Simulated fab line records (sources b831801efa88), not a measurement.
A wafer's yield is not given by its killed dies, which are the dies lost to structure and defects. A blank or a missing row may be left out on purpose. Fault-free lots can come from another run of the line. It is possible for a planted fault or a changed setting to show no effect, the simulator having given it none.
What tool caused it? + flow gf180mcu + Sampling: 13 lots, 39 wafers, 4 of 602 route steps

WHAT THE GAUGES READ, wafer by wafer
GF_V3_THK_MEAS_03. Usual: V3_CVD_02_THK 849 nm, standard deviation 9.7.
| lot  | measured     | on            | V3_CVD_02_THK (nm) | flag |
|------|--------------|---------------|--------------------|------|
| L381 | day 21 05:47 | film metro-02 | 831 854 854        |      |
| L383 | day 21 20:05 | film metro-02 | 849 838 865        |      |
| L384 | day 22 13:10 | film metro-04 | 855 857 854        |      |
| L386 | day 23 13:07 | film metro-02 | 849 852 864        |      |
| L387 | day 23 16:15 | film metro-01 | 829 840 845        |      |
| L389 | day 24 11:04 | film metro-02 | 837 842 847        |      |
| L390 | day 24 22:14 | film metro-02 | 838 865 868        |      |
| L392 | day 25 04:35 | film metro-02 | 860 850 856        |      |
| L393 | day 25 16:06 | film metro-02 | 857 852 863        |      |
| L394 | day 26 01:41 | film metro-01 | 845 866 863        |      |
| L395 | day 26 06:13 | film metro-04 | 835 860 860        |      |
| L402 | day 28 10:14 | film metro-02 | 847 836 853        |      |
| L404 | day 28 20:58 | film metro-02 | 857 854 860        |      |

EACH LOT AND THE TOOL THAT RAN IT (in order: tool; ch and the chambers of the sampled wafers; start)
| lot  | GF_M1_SPUTTER_01             | GF_M3_SPUTTER_04             | GF_V3_CVD_02                    |
|------|------------------------------|------------------------------|---------------------------------|
| L381 | pvd sputter-02, day 16 01:05 | pvd sputter-02, day 20 04:50 | pecvd-04 ch 0,2, day 21 05:43   |
| L383 | pvd sputter-01, day 16 13:16 | pvd sputter-04, day 20 19:17 | pecvd-04 ch 0,1,2, day 21 20:01 |
| L384 | pvd sputter-02, day 17 07:50 | pvd sputter-01, day 21 12:46 | pecvd-01 ch 0,1, day 22 13:05   |
| L386 | pvd sputter-01, day 18 06:53 | pvd sputter-01, day 22 13:19 | pecvd-01 ch 0,1,2, day 23 13:03 |
| L387 | pvd sputter-02, day 18 09:44 | pvd sputter-02, day 22 16:14 | pecvd-01 ch 1,2, day 23 16:10   |
| L389 | pvd sputter-01, day 19 06:50 | pvd sputter-04, day 23 12:10 | pecvd-04 ch 1,2, day 24 10:59   |
| L390 | pvd sputter-02, day 19 18:56 | pvd sputter-02, day 23 23:28 | pecvd-02 ch 1,2, day 24 22:09   |
| L392 | pvd sputter-01, day 20 02:29 | pvd sputter-04, day 24 05:53 | pecvd-01 ch 0,1,2, day 25 04:29 |
| L393 | pvd sputter-04, day 20 15:00 | pvd sputter-02, day 24 17:50 | pecvd-02 ch 0,1,2, day 25 16:02 |
| L394 | pvd sputter-01, day 21 00:53 | pvd sputter-02, day 25 03:13 | pecvd-02 ch 0,1, day 26 01:37   |
| L395 | pvd sputter-04, day 21 06:35 | pvd sputter-04, day 25 07:58 | pecvd-04 ch 0,1, day 26 06:08   |
| L402 | pvd sputter-02, day 23 16:29 | pvd sputter-04, day 27 13:30 | pecvd-02 ch 0,1,2, day 28 10:10 |
| L404 | pvd sputter-02, day 24 07:48 | pvd sputter-02, day 28 00:25 | pecvd-01 ch 0,1,2, day 28 20:54 |
- GF_M1_SPUTTER_01: material TiN, target thk 30 nm, time 25 s.
- GF_M3_SPUTTER_04: material TiN, target thk 50 nm, time 41.7 s.
- GF_V3_CVD_02: deposits SiO2 from TEOS, target thk 850 nm, time 94.851 s.

AS READ BY THE TOOLS THEMSELVES (means over the sampled wafers that have a number; for cases with no such wafer, the mark the record gives instead)
GF_M1_SPUTTER_01. Usual: chamber pressure pa 0.4000 Pa, standard deviation 0.00077; throttle valve pct 29.4 %, standard deviation 1.2.
| lot  | tool           | chamber pressure pa (Pa) | throttle valve pct (%) | flag |
|------|----------------|--------------------------|------------------------|------|
| L381 | pvd sputter-02 | 0.4002                   | 28.6                   |      |
| L383 | pvd sputter-01 | 0.3999                   | 30.5                   |      |
| L384 | pvd sputter-02 | 0.3994                   | 29.1                   |      |
| L386 | pvd sputter-01 | 0.4001                   | 29.8                   |      |
| L387 | pvd sputter-02 | 0.4001                   | 28.9                   |      |
| L389 | pvd sputter-01 | 0.4001                   | 30.4                   |      |
| L390 | pvd sputter-02 | 0.3995                   | 28.3                   |      |
| L392 | pvd sputter-01 | 0.4003                   | 31.1                   |      |
| L393 | pvd sputter-04 | 0.3996                   | 29.1                   |      |
| L394 | pvd sputter-01 | 0.4000                   | 31.1                   |      |
| L395 | pvd sputter-04 | 0.3996                   | 28.9                   |      |
| L402 | pvd sputter-02 | 0.3993                   | 29.9                   |      |
| L404 | pvd sputter-02 | 0.3996                   | 28.8                   |      |

GF_M3_SPUTTER_04. Usual: chamber pressure pa 0.4000 Pa, standard deviation 0.00085; throttle valve pct 29.3 %, standard deviation 1.1.
| lot  | tool           | chamber pressure pa (Pa) | throttle valve pct (%) | flag |
|------|----------------|--------------------------|------------------------|------|
| L381 | pvd sputter-02 | 0.3997                   | 28.8                   |      |
| L383 | pvd sputter-04 | 0.3997                   | 28.5                   |      |
| L384 | pvd sputter-01 | 0.4008                   | 30.4                   |      |
| L386 | pvd sputter-01 | 0.3994                   | 30.5                   |      |
| L387 | pvd sputter-02 | 0.4002                   | 29.3                   |      |
| L389 | pvd sputter-04 | 0.4004                   | 29.5                   |      |
| L390 | pvd sputter-02 | 0.4002                   | 28.9                   |      |
| L392 | pvd sputter-04 | 0.3996                   | 29.5                   |      |
| L393 | pvd sputter-02 | 0.3999                   | 28.7                   |      |
| L394 | pvd sputter-02 | 0.3995                   | 29.8                   |      |
| L395 | pvd sputter-04 | 0.4003                   | 29.0                   |      |
| L402 | pvd sputter-04 | 0.3856                   | 29.2                   | OFF  |
| L404 | pvd sputter-02 | 0.3996                   | 30.0                   |      |

GF_V3_CVD_02. Usual: heater power w reads 664 W (standard deviation 98).
| lot  | tool     | heater power w (W) | flag |
|------|----------|--------------------|------|
| L381 | pecvd-04 | 525                |      |
| L383 | pecvd-04 | 584                |      |
| L384 | pecvd-01 | 723                |      |
| L386 | pecvd-01 | 740                |      |
| L387 | pecvd-01 | 701                |      |
| L389 | pecvd-04 | 577                |      |
| L390 | pecvd-02 | 623                |      |
| L392 | pecvd-01 | 710                |      |
| L393 | pecvd-02 | 613                |      |
| L394 | pecvd-02 | 595                |      |
| L395 | pecvd-04 | 694                |      |
| L402 | pecvd-02 | 644                |      |
| L404 | pecvd-01 | 766                |      |

THE ANSWER, worked out from the rows above alone
Rule: a lot counts as off when the mean over its wafers that have a number is more than 3 standard deviations away from the usual mean. Also off: a lot with no number at a reading for which 4 or more lots have one. All remaining lots with rows at the step are treated as sound. The gauges are gone through in route order, then the tools' own readings, and for those a lot's mean is taken as printed above. The first step at which some lot is off is used, and at that step the reading that is off furthest; a lot without a number counts as furthest.
Off: L402 (GF_M3_SPUTTER_04, chamber pressure pa).
If a tool, at that step or one of the process steps before it, ran each lot that is off and ran no sound lot following the first of them, it fits. One fits: GF_M3_SPUTTER_04 on pvd sputter-04. A fault onset in the window from L395 (day 25 07:58, its last sound lot) to L402 (day 27 13:30, its first lot off) fits.
The tool's own readings at GF_M3_SPUTTER_04 bear it out: on the lots that are off they differ by more than 5 times the standard deviation of the sound lots' means. chamber pressure pa reads 0.3856 Pa there against 0.3999 Pa on the sound lots.

WHAT WAS PUT IN BY THE SIMULATOR
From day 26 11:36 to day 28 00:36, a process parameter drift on pvd sputter-04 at GF_M3_SPUTTER_04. The setting chamber pressure pa was moved by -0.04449, starting from 0.4. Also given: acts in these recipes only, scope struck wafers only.
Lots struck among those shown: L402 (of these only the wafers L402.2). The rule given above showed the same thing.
